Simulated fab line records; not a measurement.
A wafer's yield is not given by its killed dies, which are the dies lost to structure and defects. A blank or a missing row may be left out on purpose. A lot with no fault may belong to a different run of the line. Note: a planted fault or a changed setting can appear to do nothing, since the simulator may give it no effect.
Comparing a struck lot with a sound one + flow gf180mcu + 22 out of 602 route steps
Sound: these wafers, L587.4, L587.5, L587.6. Struck: wafer L596.4. (L596.6 of the same lot was not struck and is left out.) The cause comes at the end.
Per side, at each step with rows, come the tool, then ch with its chambers, and then its first start. Under that, the readings that differ: sound wafers + struck wafers + difference of the means + sigmas: that difference in standard deviations of wafers without a fault.
alike: readings with means less than 2 such deviations apart, plus words and numbers identical on both sides. not compared: withheld readings, readings lacking a value on some wafer, bounds such as >300 that could conceal the same value, and numbers that have no deviation in the record and whose values overlap.
The two part at a step that has a row with sigmas, a row that says differs or no value, or rows on one side only. Numbers that have no deviation but don't overlap get no sigmas and don't part them. A reading that every wafer of one side lacks parts them only if that side has two wafers or more.

GF_VT_IMPLANT_RTA_45: time 30 s.
  sound on rtp anneal-01 ch 0, day 8 07:13; struck on rtp anneal-02 ch 0, day 11 00:43
| reading            | sound    | struck | difference | sigmas |
|--------------------|----------|--------|------------|--------|
| lamp power pct (%) | 40 40 40 | 33     | -7         | -2     |
  alike: anneal temp c max, chamber o2 ppm, wafer_temp_C_max
GF_VT_IMPLANT_RS_MEAS_46: a four-point-probe measurement.
  sound: film metro-02 at day 8 07:19; struck: film metro-02 at day 11 00:49
  alike: MVSD_RS
GF_VT_IMPLANT_RS_MEAS_47: a four-point-probe measurement.
  sound: film metro-02 at day 8 07:26; struck: film metro-02 at day 11 00:56
  alike: NWELL_RS
GF_VT_IMPLANT_RS_MEAS_48: a four-point-probe measurement.
  sound: film metro-02 at day 8 07:34; struck: film metro-02 at day 11 01:04
  alike: LVPWELL_RS
GF_VT_IMPLANT_RS_MEAS_49: a four-point-probe measurement.
  sound: film metro-02 at day 8 07:41; struck: film metro-02 at day 11 01:11
  alike: MVPSD_RS
then, 4 steps without rows for these wafers: GF_VT_IMPLANT_WET_ETCH_50 (etches SiO2 in dHF, target depth 20 nm, time 400 s); GF_DUAL_GATE_CLEAN_00 (cleans in SC1/SC2, time 150 s); GF_DUAL_GATE_CLEAN_01 (cleans in dHF, time 20 s); GF_DUAL_GATE_OXIDATION_02 (stabilise 600 s, purge 300 s, target thk 10.887 nm).
GF_DUAL_GATE_THK_MEAS_03:
  sound: film metro-03 at day 8 09:31; struck: film metro-03 at day 11 02:59
  alike: DUAL_GATE_OXIDATION_00_THK
then, 2 steps without rows for these wafers: GF_DUAL_GATE_DEHYDRATE_04 (time 60 s); GF_DUAL_GATE_HMDS_05 (prime time 60 s).
GF_DUAL_GATE_COAT_06: resist thk 1000 nm.
  sound on litho track-01 ch 0, day 8 17:38; struck on litho track-03 ch 0, day 11 11:56
| reading                                        | sound          | struck | difference | sigmas |
|------------------------------------------------|----------------|--------|------------|--------|
| model.NOVOLAK_of_DUAL_GATE_COAT_06.thk nm (nm) | 1001 1000 1002 | 1089   | +88        |        |
then, 3 steps without rows for these wafers: GF_DUAL_GATE_SOFTBAKE_07 (time 60 s); GF_DUAL_GATE_EXPOSE_08 (exposes mask Dualgate, target cd 700 nm); GF_DUAL_GATE_PEB_09.
GF_DUAL_GATE_DEVELOP_10: develop time 60 s.
  sound on litho track-03 ch 0, day 9 01:50; struck on litho track-01 ch 0, day 11 21:29
| reading                                        | sound           | struck | difference | sigmas |
|------------------------------------------------|-----------------|--------|------------|--------|
| model.NOVOLAK_of_DUAL_GATE_COAT_06.thk nm (nm) | 1001 999.7 1002 | 1088   | +87        |        |
GF_DUAL_GATE_OVL_MEAS_11:
  sound: overlay-02 at day 9 01:56; struck: overlay-01 at day 11 21:35
  alike: DUAL_GATE_OVL
then, 1 step without rows for these wafers: GF_DUAL_GATE_WET_ETCH_12 (etches SiO2 in dHF, target depth 13 nm, time 260 s).
GF_DUAL_GATE_STRIP_13: strips in O2/N2.
  sound on plasma asher-03 ch 0,1, day 9 02:04; struck on plasma asher-03 ch 0, day 11 21:43
| reading                      | sound             | struck | difference | sigmas |
|------------------------------|-------------------|--------|------------|--------|
| strip time to endpoint s (s) | 12.64 12.64 12.66 | 13.58  | +0.93      | +27    |
  alike: drypump motor current A, heater power w, oes product au
  not compared: rf hours counter h
then, 1 step without rows for these wafers: GF_DUAL_GATE_CLEAN_14 (cleans in SC1/SC2, time 150 s).
-- record jumps: 21 days separate the struck wafers' starts on either side; left off in module DUAL_GATE, taken up again in module PASSIVATION, whose first shown step is the route's number 602 --
GF_PASSIVATION_PROBE_99:
  record: rows for the struck wafers here (prober-02, day 32 15:54), none for the sound ones

== WHERE THEY PART ==
First at GF_VT_IMPLANT_RTA_45; last, within this record, at GF_PASSIVATION_PROBE_99.

WHY: what had been put in by the simulator
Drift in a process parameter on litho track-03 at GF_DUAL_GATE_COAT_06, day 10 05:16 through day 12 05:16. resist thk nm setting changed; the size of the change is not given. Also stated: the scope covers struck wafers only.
